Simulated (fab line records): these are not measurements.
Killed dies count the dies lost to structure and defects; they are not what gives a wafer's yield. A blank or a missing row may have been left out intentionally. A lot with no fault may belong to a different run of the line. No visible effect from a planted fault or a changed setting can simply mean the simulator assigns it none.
Chamber matching + flow gf180mcu + rie-diel-04 running GF_V5_ETCH_16: 4 sister chambers
The step etches BARC in N2/H2. 16 wafers are shown with their chamber, then 8 later ones without.

## WAFERS WITH THEIR CHAMBER
| wafer  | chamber | drypump-motor-current-A (A) | throttle-valve-pct (%) | oes-product-au (a.u.) |
|--------|---------|-----------------------------|------------------------|-----------------------|
| L115.1 | 2       | 5.8                         | 13.229                 | 0.849                 |
| L115.2 | 0       | 6.8                         | 13.238                 | 0.854                 |
| L115.4 | 1       | 5.7                         | 13.220                 | 0.852                 |
| L120.2 | 2       | 5.8                         | 13.211                 | 0.856                 |
| L120.5 | 3       | 5.3                         | 13.222                 | 0.857                 |
| L120.6 | 0       | 6.8                         | 13.246                 | 0.862                 |
| L122.1 | 0       | 6.8                         | 13.215                 | 0.855                 |
| L122.3 | 2       | 5.9                         | 13.232                 | 0.852                 |
| L122.6 | 0       | 6.8                         | 13.239                 | 0.861                 |
| L131.1 | 1       | 5.7                         | 13.233                 | 0.859                 |
| L131.4 | 2       | 5.8                         | 13.225                 | 0.856                 |
| L131.5 | 2       | 5.8                         | 13.230                 | 0.860                 |
| L133.2 | 1       | 5.7                         | 13.221                 | 0.850                 |
| L133.3 | 3       | 5.3                         | 13.230                 | 0.851                 |
| L133.5 | 3       | 5.2                         | 13.225                 | 0.859                 |
| L134.2 | 3       | 5.2                         | 13.240                 | 0.848                 |

SIGNATURES, as means of the wafers listed above
| reading                 | chamber 0 | chamber 1 | chamber 2 | chamber 3 | scatter within a chamber |
|-------------------------|-----------|-----------|-----------|-----------|--------------------------|
| drypump-motor-current-A | 6.800     | 5.700     | 5.820     | 5.250     | 0.0387                   |
| throttle-valve-pct      | 13.23450  | 13.22467  | 13.22540  | 13.22925  | 0.00967                  |
| oes-product-au          | 0.85800   | 0.85367   | 0.85460   | 0.85375   | 0.00451                  |
Rule: a wafer lies at a distance from a chamber equal to the root of the sum of squares, over the readings, of (its reading less the chamber's mean, divided by the reading's scatter). The wafer belongs to the nearest chamber; if the next one is less than 2 further off, it can't be placed. How the scatter is found: for the shown wafers, subtract from each reading the mean of its chamber, square and add these, divide the total by (wafers less chambers), then take the root.

## WAFERS WITH NO CHAMBER GIVEN
| wafer  | drypump-motor-current-A (A) | throttle-valve-pct (%) | oes-product-au (a.u.) |
|--------|-----------------------------|------------------------|-----------------------|
| L134.5 | 5.2                         | 13.223                 | 0.849                 |
| L134.6 | 6.8                         | 13.240                 | 0.860                 |
| L136.3 | 5.7                         | 13.223                 | 0.849                 |
| L136.4 | 5.8                         | 13.229                 | 0.857                 |
| L136.6 | 6.8                         | 13.222                 | 0.865                 |
| L137.1 | 5.2                         | 13.228                 | 0.854                 |
| L137.4 | 6.8                         | 13.235                 | 0.858                 |
| L137.6 | 5.9                         | 13.228                 | 0.861                 |

## EACH ONE'S CHAMBER
| wafer  | from the rows above     | in truth |
|--------|-------------------------|----------|
| L134.5 | 3                       | 3        |
| L134.6 | 0                       | 0        |
| L136.3 | 1                       | 1        |
| L136.4 | can't be placed: 2 or 1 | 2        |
| L136.6 | 0                       | 0        |
| L137.1 | 3                       | 3        |
| L137.4 | 0                       | 0        |
| L137.6 | 2                       | 2        |
Correct placement for 7 of the 8. Unplaceable from these rows: 1, with the true chamber sitting among the candidates in 1. Wrongly placed: 0.
